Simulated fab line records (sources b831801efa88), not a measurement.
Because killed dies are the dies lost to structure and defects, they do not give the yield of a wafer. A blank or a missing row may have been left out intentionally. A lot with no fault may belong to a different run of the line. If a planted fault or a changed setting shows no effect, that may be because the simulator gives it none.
Split-lot experiment || flow sfqLine || 23 wafers read across 5 lots, on a route 325 steps long

THE SPLIT
At SFQ_TRILAYER_M6_LITHO_COAT_159 (resist thk 600 nm), the setting spinRpm was moved away from the recipe's 3000 rpm on 8 of the 23 wafers read, by -6.9% to +5.1%. The other wafers ran this setting at the recipe's value.

FROM THE SPLIT TO THE READING: what the file shows between them, 3 steps
- SFQ_TRILAYER_M6_LITHO_SOFTBAKE_163
- SFQ_TRILAYER_M6_LITHO_EXPOSE_160: exposes mask M6, target cd 500 nm
- SFQ_TRILAYER_M6_LITHO_DEVELOP_161: time 60 s

THE READING
KrF_of_TRILAYER_M6_LITHO_COAT_159.thkNm (the simulator's own value, which no gauge read), in nm, at SFQ_TRILAYER_M6_BARC_OPEN_METAL_ETCH_206 (etches BARC in O2, target depth 125 nm, time 41.7 s). No usual value for it is given in the file. Average 522.6 nm, standard deviation 2.1 nm, over the 15 wafers here run with the recipe.

{"wafer": "L076.1", "tool, chamber at the split": "lithoTrack-01, 0", "spinRpm as run, rpm": 3000, "against the recipe": "recipe", "KrF_of_TRILAYER_M6_LITHO_COAT_159.thkNm, nm": 520.3, "against lot-mates on the recipe": "-"}
{"wafer": "L076.2", "tool, chamber at the split": "lithoTrack-01, 0", "spinRpm as run, rpm": 3069, "against the recipe": "+2.3%", "KrF_of_TRILAYER_M6_LITHO_COAT_159.thkNm, nm": 515, "against lot-mates on the recipe": -6.3}
{"wafer": "L076.3", "tool, chamber at the split": "lithoTrack-01, 0", "spinRpm as run, rpm": 3069, "against the recipe": "+2.3%", "KrF_of_TRILAYER_M6_LITHO_COAT_159.thkNm, nm": 514.2, "against lot-mates on the recipe": -7.1}
{"wafer": "L076.5", "tool, chamber at the split": "lithoTrack-01, 0", "spinRpm as run, rpm": 3000, "against the recipe": "recipe", "KrF_of_TRILAYER_M6_LITHO_COAT_159.thkNm, nm": 521.3, "against lot-mates on the recipe": "-"}
{"wafer": "L076.6", "tool, chamber at the split": "lithoTrack-01, 0", "spinRpm as run, rpm": 3000, "against the recipe": "recipe", "KrF_of_TRILAYER_M6_LITHO_COAT_159.thkNm, nm": 522.4, "against lot-mates on the recipe": "-"}
{"wafer": "L077.1", "tool, chamber at the split": "lithoTrack-01, 0", "spinRpm as run, rpm": 3000, "against the recipe": "recipe", "KrF_of_TRILAYER_M6_LITHO_COAT_159.thkNm, nm": 522.9, "against lot-mates on the recipe": "-"}
{"wafer": "L077.3", "tool, chamber at the split": "lithoTrack-01, 0", "spinRpm as run, rpm": 3000, "against the recipe": "recipe", "KrF_of_TRILAYER_M6_LITHO_COAT_159.thkNm, nm": 524.3, "against lot-mates on the recipe": "-"}
{"wafer": "L077.4", "tool, chamber at the split": "lithoTrack-01, 0", "spinRpm as run, rpm": 3000, "against the recipe": "recipe", "KrF_of_TRILAYER_M6_LITHO_COAT_159.thkNm, nm": 521.6, "against lot-mates on the recipe": "-"}
{"wafer": "L077.5", "tool, chamber at the split": "lithoTrack-01, 0", "spinRpm as run, rpm": 3000, "against the recipe": "recipe", "KrF_of_TRILAYER_M6_LITHO_COAT_159.thkNm, nm": 522.2, "against lot-mates on the recipe": "-"}
{"wafer": "L077.6", "tool, chamber at the split": "lithoTrack-01, 0", "spinRpm as run, rpm": 3000, "against the recipe": "recipe", "KrF_of_TRILAYER_M6_LITHO_COAT_159.thkNm, nm": 521.4, "against lot-mates on the recipe": "-"}
{"wafer": "L079.1", "tool, chamber at the split": "lithoTrack-03, 0", "spinRpm as run, rpm": 3152, "against the recipe": "+5.1%", "KrF_of_TRILAYER_M6_LITHO_COAT_159.thkNm, nm": 506, "against lot-mates on the recipe": -15.6}
{"wafer": "L079.3", "tool, chamber at the split": "lithoTrack-03, 0", "spinRpm as run, rpm": 3152, "against the recipe": "+5.1%", "KrF_of_TRILAYER_M6_LITHO_COAT_159.thkNm, nm": 509.1, "against lot-mates on the recipe": -12.5}
{"wafer": "L079.4", "tool, chamber at the split": "lithoTrack-03, 0", "spinRpm as run, rpm": 3152, "against the recipe": "+5.1%", "KrF_of_TRILAYER_M6_LITHO_COAT_159.thkNm, nm": 509.5, "against lot-mates on the recipe": -12.1}
{"wafer": "L079.5", "tool, chamber at the split": "lithoTrack-03, 0", "spinRpm as run, rpm": 3000, "against the recipe": "recipe", "KrF_of_TRILAYER_M6_LITHO_COAT_159.thkNm, nm": 522.5, "against lot-mates on the recipe": "-"}
{"wafer": "L079.6", "tool, chamber at the split": "lithoTrack-03, 0", "spinRpm as run, rpm": 3000, "against the recipe": "recipe", "KrF_of_TRILAYER_M6_LITHO_COAT_159.thkNm, nm": 520.8, "against lot-mates on the recipe": "-"}
{"wafer": "L081.1", "tool, chamber at the split": "lithoTrack-02, 0", "spinRpm as run, rpm": 3000, "against the recipe": "recipe", "KrF_of_TRILAYER_M6_LITHO_COAT_159.thkNm, nm": 520.7, "against lot-mates on the recipe": "-"}
{"wafer": "L081.3", "tool, chamber at the split": "lithoTrack-02, 0", "spinRpm as run, rpm": 3000, "against the recipe": "recipe", "KrF_of_TRILAYER_M6_LITHO_COAT_159.thkNm, nm": 520.5, "against lot-mates on the recipe": "-"}
{"wafer": "L081.4", "tool, chamber at the split": "lithoTrack-02, 0", "spinRpm as run, rpm": 3000, "against the recipe": "recipe", "KrF_of_TRILAYER_M6_LITHO_COAT_159.thkNm, nm": 524.4, "against lot-mates on the recipe": "-"}
{"wafer": "L083.1", "tool, chamber at the split": "lithoTrack-01, 0", "spinRpm as run, rpm": 2794, "against the recipe": "-6.9%", "KrF_of_TRILAYER_M6_LITHO_COAT_159.thkNm, nm": 542.4, "against lot-mates on the recipe": "+15.4"}
{"wafer": "L083.3", "tool, chamber at the split": "lithoTrack-01, 0", "spinRpm as run, rpm": 2794, "against the recipe": "-6.9%", "KrF_of_TRILAYER_M6_LITHO_COAT_159.thkNm, nm": 542.4, "against lot-mates on the recipe": "+15.4"}
{"wafer": "L083.2", "tool, chamber at the split": "lithoTrack-01, 0", "spinRpm as run, rpm": 3000, "against the recipe": "recipe", "KrF_of_TRILAYER_M6_LITHO_COAT_159.thkNm, nm": 525.9, "against lot-mates on the recipe": "-"}
{"wafer": "L083.4", "tool, chamber at the split": "lithoTrack-01, 0", "spinRpm as run, rpm": 3000, "against the recipe": "recipe", "KrF_of_TRILAYER_M6_LITHO_COAT_159.thkNm, nm": 528, "against lot-mates on the recipe": "-"}
{"wafer": "L083.6", "tool, chamber at the split": "lithoTrack-01, 0", "spinRpm as run, rpm": 2794, "against the recipe": "-6.9%", "KrF_of_TRILAYER_M6_LITHO_COAT_159.thkNm, nm": 546.7, "against lot-mates on the recipe": "+19.8"}

THE FIT
A straight line over all 23 wafers: KrF_of_TRILAYER_M6_LITHO_COAT_159.thkNm changes by -3.03 nm for each +1% of spinRpm; r = -0.98; the points scatter about the line by 2.1 nm.
The same after taking each lot's own level away (the mean of its wafers on the recipe; 23 wafers): -2.55 nm for each +1%; r = -0.99; scatter 1.4 nm.
On that fit, the largest move of spinRpm shifts the reading by 17 nm.
From 521.33 to 526.95 nm: that is the span of the lots' own levels, equal to 2.7 times the standard deviation above.
So the lot-to-lot level changes the slope: the two fits differ.
Check: +17.9 nm against its lot-mates is what the line predicts for one of the wafers moved furthest among these (-6.9%) when that wafer is left out of the fit. Against them it came out at +15.4 nm.

THE OTHER SPLITS THESE WAFERS WENT THROUGH
These wafers also went through other splits before the reading. Each is held against what the fit with the lots' levels taken away leaves over:
{"other split on the same wafers": "SFQ_TRILAYER_JJ_CE_LITHO_PEB_117 pebTempC", "wafers away from the commonest value": 8, "r with KrF_of_TRILAYER_M6_LITHO_COAT_159.thkNm (lot level and that fit taken away)": "+0.19"}
{"other split on the same wafers": "SFQ_TRILAYER_R5_LITHO_COAT_141 spinRpm", "wafers away from the commonest value": 9, "r with KrF_of_TRILAYER_M6_LITHO_COAT_159.thkNm (lot level and that fit taken away)": -0.09}
{"other split on the same wafers": "SFQ_TRILAYER_R5_LITHO_PEB_139 pebTimeS", "wafers away from the commonest value": 9, "r with KrF_of_TRILAYER_M6_LITHO_COAT_159.thkNm (lot level and that fit taken away)": -0.24}
{"other split on the same wafers": "SFQ_TRILAYER_A5C_DEP_PECVD_142 timeS", "wafers away from the commonest value": 11, "r with KrF_of_TRILAYER_M6_LITHO_COAT_159.thkNm (lot level and that fit taken away)": -0.20}
{"other split on the same wafers": "SFQ_TRILAYER_I5_LITHO_EXPOSE_145 doseMj", "wafers away from the commonest value": 7, "r with KrF_of_TRILAYER_M6_LITHO_COAT_159.thkNm (lot level and that fit taken away)": "+0.20"}
{"other split on the same wafers": "SFQ_TRILAYER_C5_BARC_OPEN_VIA_ETCH_210 biasW", "wafers away from the commonest value": 5, "r with KrF_of_TRILAYER_M6_LITHO_COAT_159.thkNm (lot level and that fit taken away)": "+0.05"}

THE WHOLE CHAIN: every reading that the file lists as answering this split, in the file's order
{"step": "SFQ_TRILAYER_M6_LITHO_COAT_159", "what it does": "resist thk 600 nm", "reading": "KrF_of_TRILAYER_M6_LITHO_COAT_159.thkNm (the simulator's own value, which no gauge read)", "change (the file's fit)": "-2.74 nm for each +1% of the setting", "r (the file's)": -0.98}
{"step": "SFQ_TRILAYER_M6_BARC_OPEN_METAL_ETCH_206", "what it does": "etches BARC in O2, target depth 125 nm, time 41.7 s", "reading": "KrF_of_TRILAYER_M6_LITHO_COAT_159.thkNm (the simulator's own value, which no gauge read)", "change (the file's fit)": "-2.56 nm for each +1% of the setting", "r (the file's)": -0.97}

FILE'S OWN FIT
KrF_of_TRILAYER_M6_LITHO_COAT_159.thkNm changes by -2.56 nm for each +1% of spinRpm, r = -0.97.
